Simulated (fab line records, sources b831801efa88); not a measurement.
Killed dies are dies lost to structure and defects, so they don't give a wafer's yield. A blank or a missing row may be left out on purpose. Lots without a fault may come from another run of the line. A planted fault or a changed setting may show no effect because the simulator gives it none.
Chamber matching | flow sky130 | SKY_VIA2_ETCH_15 on rie_diel-04: 4 sister chambers
The step etches SiO2 in C4F8/O2/Ar, stops on TiN, target depth 546 nm, time 84 s. 4 wafers are shown with their chamber, then 11 later ones without.

WAFERS WITH THEIR CHAMBER
wafer  | chamber | oes_product_au (a.u.)
L085.6 | 2       | 0.943
L087.1 | 1       | 0.940
L087.2 | 3       | 0.947
L087.4 | 0       | 0.940

WAFERS WITHOUT THEIR CHAMBER
wafer  | oes_product_au (a.u.)
L087.5 | 0.933
L087.6 | 0.936
L092.2 | 0.943
L092.4 | 0.938
L092.6 | 0.930
L097.1 | 0.938
L097.5 | 0.938
L097.6 | 0.937
L096.1 | 0.936
L096.2 | 0.938
L096.5 | 0.942

WHICH CHAMBER EACH WENT THROUGH
wafer  | from the rows above               | in truth
L087.5 | can't be placed: 0 or 1 or 2 or 3 | 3
L087.6 | can't be placed: 0 or 1 or 2 or 3 | 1
L092.2 | can't be placed: 2 or 0 or 1 or 3 | 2
L092.4 | can't be placed: 0 or 1 or 2 or 3 | 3
L092.6 | can't be placed: 0 or 1 or 2 or 3 | 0
L097.1 | can't be placed: 0 or 1 or 2 or 3 | 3
L097.5 | can't be placed: 0 or 1 or 2 or 3 | 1
L097.6 | can't be placed: 0 or 1 or 2 or 3 | 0
L096.1 | can't be placed: 0 or 1 or 2 or 3 | 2
L096.2 | can't be placed: 0 or 1 or 2 or 3 | 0
L096.5 | can't be placed: 2 or 0 or 1 or 3 | 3
Placed correctly: 0 of 11. Can't be placed from these rows: 11 (the true chamber is among the candidates in 11). Placed wrongly: 0.
How it was worked out, from the rows above alone: a wafer's distance from a chamber is the root of the sum, over the readings, of the square of ((its reading less the chamber's mean) divided by the reading's scatter). The wafer belongs to the nearest chamber; if the next one is less than 2 further off, it can't be placed. A chamber's mean is the mean of its shown wafers. The scatter: with one shown wafer a chamber, the root of the mean of the squares of how far each hidden wafer lies from its nearest shown one.
